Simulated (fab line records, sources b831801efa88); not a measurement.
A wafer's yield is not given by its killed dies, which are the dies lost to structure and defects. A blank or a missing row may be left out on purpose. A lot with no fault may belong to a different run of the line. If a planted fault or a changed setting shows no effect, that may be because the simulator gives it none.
What tool caused it?	flow gf180mcu	33 wafers from 11 lots sampled at 4 of the route's 602 steps

== WHAT THE GAUGES READ, wafer by wafer ==
GF_V4_CD_MEAS_14: target cd 260 nm.
lot	measured	on	cdNm (nm)
L759	day 24 03:19	cdSem-01	258.8 257.9 258.9
L760	day 24 06:36	cdSem-01	259.7 260.0 259.6
L761	day 24 16:32	cdSem-02	259.8 260.1 259.5
L764	day 26 03:41	cdSem-01	259.6 259.0 260.4
L765	day 26 14:52	cdSem-02	259.0 259.3 257.9
L774	day 29 16:53	cdSem-01	271.8 273.1 272.3
L776	day 29 23:51	cdSem-02	272.3 273.3 274.2
L779	day 30 13:07	cdSem-01	260.3 261.2 260.8
L780	day 30 17:48	cdSem-01	260.4 260.1 259.5
L781	day 30 23:13	cdSem-02	260.1 260.7 260.0
L782	day 31 08:11	cdSem-01	260.1 261.1 260.3

GF_V4_OVL_MEAS_15.
lot	measured	on	V4_OVL (nm)
L759	day 24 03:26	overlay-02	-2 -4 14
L760	day 24 06:42	overlay-02	-14 -13 -4
L761	day 24 16:38	overlay-01	3 11 11
L764	day 26 03:47	overlay-01	0 -7 2
L765	day 26 14:59	overlay-02	-1 -2 4
L774	day 29 16:59	overlay-02	-9 -13 -9
L776	day 29 23:57	overlay-02	4 -3 -1
L779	day 30 13:14	overlay-01	-6 4 -3
L780	day 30 17:53	overlay-02	-15 -18 -13
L781	day 30 23:18	overlay-01	-4 2 -9
L782	day 31 08:17	overlay-02	-8 -6 -13

== WHAT TOOL EACH LOT RAN ON (gives the tool, then ch and the chambers of the sampled wafers, and finally the start) ==
lot	GF_M4_SPUTTER_04	GF_V4_COAT_09
L759	pvdSputter-01, day 22 03:46	lithoTrack-02 ch 0, day 23 14:00
L760	pvdSputter-01, day 22 07:14	lithoTrack-01 ch 0, day 23 18:00
L761	pvdSputter-01, day 22 17:21	lithoTrack-01 ch 0, day 24 05:00
L764	pvdSputter-02, day 24 06:10	lithoTrack-01 ch 0, day 25 16:00
L765	pvdSputter-02, day 24 18:32	lithoTrack-02 ch 0, day 26 04:00
L774	pvdSputter-02, day 28 01:23	lithoTrack-01 ch 0, day 29 07:00
L776	pvdSputter-04, day 28 08:40	lithoTrack-01 ch 0, day 29 14:00
L779	pvdSputter-01, day 28 22:47	lithoTrack-02 ch 0, day 30 03:00
L780	pvdSputter-01, day 29 03:20	lithoTrack-02 ch 0, day 30 08:00
L781	pvdSputter-01, day 29 09:07	lithoTrack-02 ch 0, day 30 14:00
L782	pvdSputter-01, day 29 18:34	lithoTrack-03 ch 0, day 30 22:00
- GF_M4_SPUTTER_04: material TiN, target thk 50 nm, time 41.7 s.
- GF_V4_COAT_09: resist thk 1000 nm.

== AS READ BY THE TOOLS THEMSELVES (means over the sampled wafers that have a number; for cases with no such wafer, the mark the record gives instead) ==
GF_M4_SPUTTER_04.
lot	tool	throttleValvePct (%)
L759	pvdSputter-01	30.2
L760	pvdSputter-01	30.5
L761	pvdSputter-01	28.8
L764	pvdSputter-02	30.3
L765	pvdSputter-02	30.8
L774	pvdSputter-02	30.9
L776	pvdSputter-04	30.0
L779	pvdSputter-01	29.2
L780	pvdSputter-01	30.1
L781	pvdSputter-01	29.6
L782	pvdSputter-01	29.3

GF_V4_COAT_09.
lot	tool	resistLineTempC (C)
L759	lithoTrack-02	23.04
L760	lithoTrack-01	23.02
L761	lithoTrack-01	22.86
L764	lithoTrack-01	22.94
L765	lithoTrack-02	22.99
L774	lithoTrack-01	22.96
L776	lithoTrack-01	22.96
L779	lithoTrack-02	23.07
L780	lithoTrack-02	22.80
L781	lithoTrack-02	22.98
L782	lithoTrack-03	23.09

== THE ANSWER, worked out from the rows above alone ==
Rule: the lots themselves supply what counts as usual. The widest of any qualifying gaps counts: lots, ordered by their means at a reading, are off when they make up no more than a third of the lots, leave a main group of 4 or more, and stand apart from it by 3 or more times the standard deviation of that group's means. The tables above print the reading to a certain number of digits; a main group whose means all agree to those digits is not used. A lot without any number at a reading at which 4 lots or more have one is off too. The other lots that the step has rows for count as sound. First the gauges in route order, then the tools' own readings, where a lot's mean is used as printed above. At the first step where some lot is off, the reading lying furthest off is the one used; lots without a number count as furthest.
Off: L774, L776 (GF_V4_CD_MEAS_14, cdNm). Main group: mean 259.8 nm, sd 0.7.
A tool fits if, at a process step before that reading, it ran every lot that is off, and no sound lot after the first of them. Gauges at GF_V4_CD_MEAS_14: tried the same way as those tools. One fits: GF_V4_COAT_09 on lithoTrack-01. Its last sound lot is L764 (day 25 16:00), its first lot that is off L774 (day 29 07:00): a fault that began between those two fits.

== WHAT THE SIMULATOR PUT IN ==
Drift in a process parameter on lithoTrack-01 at GF_V4_COAT_09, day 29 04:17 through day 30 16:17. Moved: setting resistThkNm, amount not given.
Lots struck among those shown: L774, L776. Same finding as the rule above.
